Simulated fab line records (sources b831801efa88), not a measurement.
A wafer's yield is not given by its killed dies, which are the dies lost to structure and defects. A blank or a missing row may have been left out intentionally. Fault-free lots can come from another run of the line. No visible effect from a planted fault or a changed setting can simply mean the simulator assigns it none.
fab line records | flow gf180mcu
[record] lots = 14 | wafers = 42 | last-day = 34
route steps=602 shown POLY_GATE@167 HV_LDD@208 SAB@264 M1@330
lots with no fault: from the same line, run without faults
start-h: the number of hours between the record's first day and the start of the first shown wafer of the lot | wait-h: time in hours since the lot's previous step | " identical to the entry in the row above | L1.1+2: a row that stands for several wafers | - either no value or no given start | * or withheld: withheld | < > ~ a bound
route shown NAME@n: names a module that has steps shown in the file, with the first one's number in the route | usual: mean/standard deviation taken from wafers without a fault | same: alike in all rows | chamber/n: place in a boat | sites: each site's reading | _std_site: the standard deviation of these | _edge_site: mean of outer sites minus mean of inner sites | radius-mm: how far each site lies from the wafer's centre | mask NAME#n: copy n | behind: the last tool/chamber to shape the wafer | hold: why the lot went on hold/how many hours it stayed there/how the hold came to an end | device: the transistor (n, p or np) that didn't switch | end of line: tests of these same wafers at the route's end | where a step has no rows: the recipe by itself | killed: at the first sort, the dies lost to defects and structure; wafer yield is something else | map: dies across one wafer; x = killed, . = not, _ = none there
set.NAME: the setting the step ran with; set.NAME@STEP: the setting that earlier step ran with | model.NAME: the simulator's own value behind a step, which no gauge read
the route's steps for a sample of lots (tables are steps, rows are wafers)
services: when a tool's chamber went out of use (start-h, in hours from the record's first day, below 0 if earlier), for how many hours, and the reason
[[steps]]
[step GF_POLY_GATE_CD_MEAS_10]
[recipe] target-cd-nm = 280
[usual] cd-nm = 279.8/1.2
lot.wafer | tool      | chamber | start-h | wait-h | cd-nm
L787.1    | cd-sem-01 | -       | 202.42  | 0.1    | 282.5
L787.5    | "         | -       | "       | "      | 280.9
L787.6    | "         | -       | "       | "      | 281.0
L788.2    | cd-sem-02 | -       | 206.54  | 0.1    | 282.2
L788.4    | "         | -       | "       | "      | 279.7
L788.5    | "         | -       | "       | "      | 280.7
L789.3    | cd-sem-01 | -       | 215.41  | 0.1    | 278.5
L789.4    | "         | -       | "       | "      | 277.7
L789.5    | "         | -       | "       | "      | 280.3
L790.1    | cd-sem-01 | -       | 216.92  | 0.1    | 279.3
L790.2    | "         | -       | "       | "      | 279.8
L790.6    | "         | -       | "       | "      | 280.0
L792.4    | cd-sem-01 | -       | 233.72  | 0.1    | 279.8
L792.5    | "         | -       | "       | "      | 278.9
L792.6    | "         | -       | "       | "      | 278.2
L791.1    | cd-sem-02 | -       | 234.01  | 0.1    | 278.0
L791.2    | "         | -       | "       | "      | 278.8
L791.3    | "         | -       | "       | "      | 278.8
L793.2    | cd-sem-01 | -       | 238.66  | 0.1    | 277.8
L793.4    | "         | -       | "       | "      | 277.2
L793.5    | "         | -       | "       | "      | 277.5
L794.2    | cd-sem-02 | -       | 248.39  | 0.1    | 279.3
L794.3    | "         | -       | "       | "      | 280.9
L794.6    | "         | -       | "       | "      | 279.8
L795.1    | cd-sem-02 | -       | 252.97  | 0.1    | 278.8
L795.3    | "         | -       | "       | "      | 279.9
L795.5    | "         | -       | "       | "      | 279.2
L796.1    | cd-sem-02 | -       | 266.37  | 0.1    | 279.2
L796.3    | "         | -       | "       | "      | 279.6
L796.5    | "         | -       | "       | "      | 280.5
L802.2    | cd-sem-02 | -       | 310.73  | 0.1    | 281.1
L802.4    | "         | -       | "       | "      | 281.0
L802.5    | "         | -       | "       | "      | 280.6
L804.2    | cd-sem-01 | -       | 322.38  | 0.1    | 281.3
L804.4    | "         | -       | "       | "      | 280.2
L804.6    | "         | -       | "       | "      | 279.0
L805.1    | cd-sem-02 | -       | 328.51  | 0.1    | 280.0
L805.3    | "         | -       | "       | "      | 280.8
L805.6    | "         | -       | "       | "      | 280.7
L809.2    | cd-sem-01 | -       | 357.58  | 0.1    | 280.5
L809.4    | "         | -       | "       | "      | 280.1
L809.6    | "         | -       | "       | "      | 280.4
[step GF_HV_LDD_OVL_MEAS_32]
[usual] HV_LDD_02_OVL = -0.6/1.3
lot.wafer | tool       | chamber | start-h | wait-h | HV_LDD_02_OVL[nm]
L787.1    | overlay-01 | -       | 259.28  | 0.1    | 1.4
L787.5    | "          | -       | "       | "      | -1.8
L787.6    | "          | -       | "       | "      | -0.7
L788.2    | overlay-02 | -       | 263.04  | 0.1    | -2.5
L788.4    | "          | -       | "       | "      | -1.7
L788.5    | "          | -       | "       | "      | -1.5
L789.3    | overlay-01 | -       | 274.14  | 0.1    | -2.0
L789.4    | "          | -       | "       | "      | 0.4
L789.5    | "          | -       | "       | "      | -0.1
L790.1    | overlay-02 | -       | 275.35  | 0.1    | -3.0
L790.2    | "          | -       | "       | "      | -1.1
L790.6    | "          | -       | "       | "      | -1.3
L792.4    | overlay-02 | -       | 292.70  | 0.1    | -1.5
L792.5    | "          | -       | "       | "      | 0.3
L792.6    | "          | -       | "       | "      | -1.0
L791.1    | overlay-02 | -       | 295.58  | 0.1    | 0.8
L791.2    | "          | -       | "       | "      | -1.4
L791.3    | "          | -       | "       | "      | 1.2
L793.2    | overlay-02 | -       | 298.88  | 0.1    | 0.0
L793.4    | "          | -       | "       | "      | -1.0
L793.5    | "          | -       | "       | "      | -0.7
L794.2    | overlay-02 | -       | 309.58  | 0.1    | 2.2
L794.3    | "          | -       | "       | "      | 1.0
L794.6    | "          | -       | "       | "      | -0.2
L795.1    | overlay-02 | -       | 314.26  | 0.1    | -0.7
L795.3    | "          | -       | "       | "      | 0.1
L795.5    | "          | -       | "       | "      | 0.7
L796.1    | overlay-01 | -       | 329.28  | 0.1    | -2.2
L796.3    | "          | -       | "       | "      | -0.2
L796.5    | "          | -       | "       | "      | -1.3
L802.2    | overlay-02 | -       | 379.14  | 0.1    | 1.9
L802.4    | "          | -       | "       | "      | 2.5
L802.5    | "          | -       | "       | "      | 2.2
L804.2    | overlay-01 | -       | 389.58  | 0.1    | -0.5
L804.4    | "          | -       | "       | "      | 1.9
L804.6    | "          | -       | "       | "      | -1.7
L805.1    | overlay-02 | -       | 397.92  | 0.1    | -0.9
L805.3    | "          | -       | "       | "      | -0.8
L805.6    | "          | -       | "       | "      | 0.6
L809.2    | overlay-02 | -       | 429.73  | 0.1    | -0.4
L809.4    | "          | -       | "       | "      | -2.1
L809.6    | "          | -       | "       | "      | -1.7
[step GF_SAB_CVD_00]
[recipe] material = SiO2 | target-thk-nm = 50 | precursor = TEOS | temp-c = 400 | time-s = 4.9302 | rf-w = 600
[usual] heater-power-w = 681/110
lot.wafer | tool     | chamber | start-h | wait-h | heater-power-w | since-wet-clean-h
L787.1    | pecvd-04 | 0       | 323.53  | 0.1    | 777            | 788
L787.5    | "        | 0       | "       | "      | 771            | -
L787.6    | "        | 1       | "       | "      | 572            | -
L788.2    | pecvd-03 | 0       | 328.54  | 0.1    | 695            | 566
L788.4    | "        | 0       | "       | "      | 697            | -
L788.5    | "        | 2       | "       | "      | 587            | -
L789.3    | pecvd-02 | 2       | 341.05  | 0.1    | 826            | 166
L789.4    | "        | 0       | "       | "      | 587            | -
L789.5    | "        | 1       | "       | "      | 659            | -
L790.1    | pecvd-03 | 2       | 343.68  | 0.1    | 555            | 581
L790.2    | "        | 0       | "       | "      | 683            | 581
L790.6    | "        | 2       | "       | "      | 587            | -
L792.4    | pecvd-03 | 2       | 360.07  | 0.0    | 573            | -
L792.5    | "        | 0       | "       | "      | 682            | -
L792.6    | "        | 1       | "       | "      | 750            | -
L791.1    | pecvd-03 | 0       | 363.55  | 0.1    | 598            | 601
L791.2    | "        | 1       | "       | "      | 729            | 601
L791.3    | "        | 2       | "       | "      | 642            | 601
L793.2    | pecvd-03 | 2       | 368.30  | 0.1    | 608            | 606
L793.4    | "        | 0       | "       | "      | 662            | -
L793.5    | "        | 1       | "       | "      | 860            | -
L794.2    | pecvd-03 | 0       | 378.24  | 0.1    | 596            | 616
L794.3    | "        | 1       | "       | "      | 858            | 616
L794.6    | "        | 0       | "       | "      | 583            | -
L795.1    | pecvd-04 | 1       | 383.20  | 0.1    | 571            | 0
L795.3    | "        | 0       | "       | "      | 715            | 0
L795.5    | "        | 2       | "       | "      | 836            | -
L796.1    | pecvd-02 | 0       | 401.02  | 0.1    | 501            | 226
L796.3    | "        | 2       | "       | "      | 836            | 226
L796.5    | "        | 2       | "       | "      | 807            | -
L802.2    | pecvd-04 | 1       | 455.79  | 0.1    | 567            | 73
L802.4    | "        | 1       | "       | "      | 566            | -
L802.5    | "        | 0       | "       | "      | 787            | -
L804.2    | pecvd-04 | 2       | 466.58  | 0.1    | 823            | 84
L804.4    | "        | 0       | "       | "      | 732            | -
L804.6    | "        | 1       | "       | "      | 524            | -
L805.1    | pecvd-04 | 1       | 475.97  | 0.1    | 546            | 93
L805.3    | "        | 0       | "       | "      | 797            | 93
L805.6    | "        | 1       | "       | "      | 552            | -
L809.2    | pecvd-02 | 1       | 507.20  | 0.1    | 667            | 333
L809.4    | "        | 0       | "       | "      | 537            | -
L809.6    | "        | 1       | "       | "      | 659            | -
[step GF_SAB_THK_MEAS_01]
[recipe] reads = SiO2_of_SAB_CVD_00
[usual] SAB_CVD_00_THK = 49.6/0.66
lot.wafer | tool          | chamber | start-h | wait-h | SAB_CVD_00_THK[nm]
L787.1    | film-metro-01 | -       | 323.55  | 0.0    | 49.2
L787.5    | "             | -       | "       | "      | 50.1
L787.6    | "             | -       | "       | "      | 50.3
L788.2    | film-metro-04 | -       | 328.57  | 0.0    | 49.8
L788.4    | "             | -       | "       | "      | 49.8
L788.5    | "             | -       | "       | "      | 50.0
L789.3    | film-metro-03 | -       | 341.09  | 0.0    | 49.6
L789.4    | "             | -       | "       | "      | 49.7
L789.5    | "             | -       | "       | "      | 49.7
L790.1    | film-metro-03 | -       | 343.70  | 0.0    | 49.5
L790.2    | "             | -       | "       | "      | 49.1
L790.6    | "             | -       | "       | "      | 49.7
L792.4    | film-metro-03 | -       | 360.15  | 0.1    | 50.8
L792.5    | "             | -       | "       | "      | 50.7
L792.6    | "             | -       | "       | "      | 50.8
L791.1    | film-metro-03 | -       | 363.57  | 0.0    | 49.2
L791.2    | "             | -       | "       | "      | 49.4
L791.3    | "             | -       | "       | "      | 49.4
L793.2    | film-metro-04 | -       | 368.33  | 0.0    | 49.0
L793.4    | "             | -       | "       | "      | 50.0
L793.5    | "             | -       | "       | "      | 49.4
L794.2    | film-metro-04 | -       | 378.27  | 0.0    | 48.8
L794.3    | "             | -       | "       | "      | 48.9
L794.6    | "             | -       | "       | "      | 49.8
L795.1    | film-metro-04 | -       | 383.22  | 0.0    | 50.0
L795.3    | "             | -       | "       | "      | 48.2
L795.5    | "             | -       | "       | "      | 49.8
L796.1    | film-metro-03 | -       | 401.04  | 0.0    | 48.8
L796.3    | "             | -       | "       | "      | 49.4
L796.5    | "             | -       | "       | "      | 49.8
L802.2    | film-metro-04 | -       | 455.82  | 0.0    | 49.9
L802.4    | "             | -       | "       | "      | 50.6
L802.5    | "             | -       | "       | "      | 49.3
L804.2    | film-metro-01 | -       | 466.61  | 0.0    | 48.1
L804.4    | "             | -       | "       | "      | 38.1
L804.6    | "             | -       | "       | "      | 50.3
L805.1    | film-metro-04 | -       | 475.99  | 0.0    | 50.4
L805.3    | "             | -       | "       | "      | 38.2
L805.6    | "             | -       | "       | "      | 50.5
L809.2    | film-metro-04 | -       | 507.23  | 0.0    | 49.9
L809.4    | "             | -       | "       | "      | 50.0
L809.6    | "             | -       | "       | "      | 50.1
[step GF_M1_OVL_MEAS_15]
[usual] M1_OVL = 6/5.2
lot.wafer | tool       | chamber | start-h | wait-h | M1_OVL[nm]
L787.1    | overlay-02 | -       | 392.28  | 0.1    | 1
L787.5    | "          | -       | "       | "      | 4
L787.6    | "          | -       | "       | "      | 7
L788.2    | overlay-02 | -       | 398.29  | 0.1    | 3
L788.4    | "          | -       | "       | "      | 3
L788.5    | "          | -       | "       | "      | 1
L789.3    | overlay-02 | -       | 410.50  | 0.1    | 5
L789.4    | "          | -       | "       | "      | 1
L789.5    | "          | -       | "       | "      | 6
L790.1    | overlay-02 | -       | 413.62  | 0.1    | -1
L790.2    | "          | -       | "       | "      | 0
L790.6    | "          | -       | "       | "      | 9
L792.4    | overlay-01 | -       | 433.79  | 0.1    | 0
L792.5    | "          | -       | "       | "      | 7
L792.6    | "          | -       | "       | "      | 3
L791.1    | overlay-01 | -       | 437.52  | 0.1    | 0
L791.2    | "          | -       | "       | "      | 4
L791.3    | "          | -       | "       | "      | 4
L793.2    | overlay-01 | -       | 442.39  | 0.1    | 16
L793.4    | "          | -       | "       | "      | 13
L793.5    | "          | -       | "       | "      | 10
L794.2    | overlay-01 | -       | 450.98  | 0.1    | 10
L794.3    | "          | -       | "       | "      | 17
L794.6    | "          | -       | "       | "      | 3
L795.1    | overlay-02 | -       | 459.53  | 0.1    | 14
L795.3    | "          | -       | "       | "      | 6
L795.5    | "          | -       | "       | "      | 8
L796.1    | overlay-01 | -       | 477.57  | 0.1    | 0
L796.3    | "          | -       | "       | "      | 4
L796.5    | "          | -       | "       | "      | 5
L802.2    | overlay-02 | -       | 529.99  | 0.1    | 0
L802.4    | "          | -       | "       | "      | 2
L802.5    | "          | -       | "       | "      | 9
L804.2    | overlay-01 | -       | 541.29  | 0.1    | -1
L804.4    | "          | -       | "       | "      | -2
L804.6    | "          | -       | "       | "      | 3
L805.1    | overlay-02 | -       | 548.98  | 0.1    | 13
L805.3    | "          | -       | "       | "      | 15
L805.6    | "          | -       | "       | "      | 10
L809.2    | overlay-02 | -       | 578.18  | 0.1    | 11
L809.4    | "          | -       | "       | "      | 16
L809.6    | "          | -       | "       | "      | 11
[[services]]
tool     | chamber | start-h | hours | kind
pecvd-04 | 2       | 318.46  | 5.2   | repair
pecvd-02 | 2       | 354.75  | 18.7  | repair
pecvd-02 | 0       | 358.87  | 10.1  | repair
pecvd-04 | -       | 368.88  | 14.0  | pm
pecvd-04 | 0       | 368.88  | 14.0  | vent-cycle
pecvd-04 | 1       | 368.88  | 14.0  | vent-cycle
pecvd-04 | 2       | 368.88  | 14.0  | vent-cycle
pecvd-04 | 0       | 382.88  | -     | clean
pecvd-04 | 1       | 382.88  | -     | clean
pecvd-04 | 2       | 382.88  | -     | clean
pecvd-03 | -       | 403.44  | 1.8   | repair
pecvd-02 | 2       | 428.32  | 4.3   | repair
pecvd-03 | 1       | 437.83  | -     | calibration
pecvd-04 | -       | 452.52  | 2.8   | pm
pecvd-02 | -       | 490.84  | 6.0   | pm
pecvd-03 | -       | 504.00  | 1.3   | repair
[[key]]
[first-sign] step = GF_SAB_THK_MEAS_01 | reading = SAB_CVD_00_THK | direction = down | sigmas = 17 | usual = 49.6 | struck = 38.2
effect none on later readings
met-at GF_SAB_CVD_00
struck-lots L804,L805
struck-wafers L804.4,L805.3
tester-left-out L804,L805
not-acting-at GF_POLY_GATE_CD_MEAS_10,GF_HV_LDD_OVL_MEAS_32,GF_M1_OVL_MEAS_15
onset-between 455.79 466.58
[fault] kind = process-parameter-drift | tool = pecvd-04 | chamber = 0 | onset-h = 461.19 | steps = GF_SAB_CVD_00 | channel = target-thk-nm | offset = -11.096 | shape = step | end-h = 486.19 | acts-in = these-recipes-only | stated = 50
// tester-left-out: of these lots the tester's yield and bins aren't shown, on N5 and GAA mostly nor the transistor test; their killed dies are dies lost to structure and defects alone, not to doping, threshold or leakage, so they don't give the yield
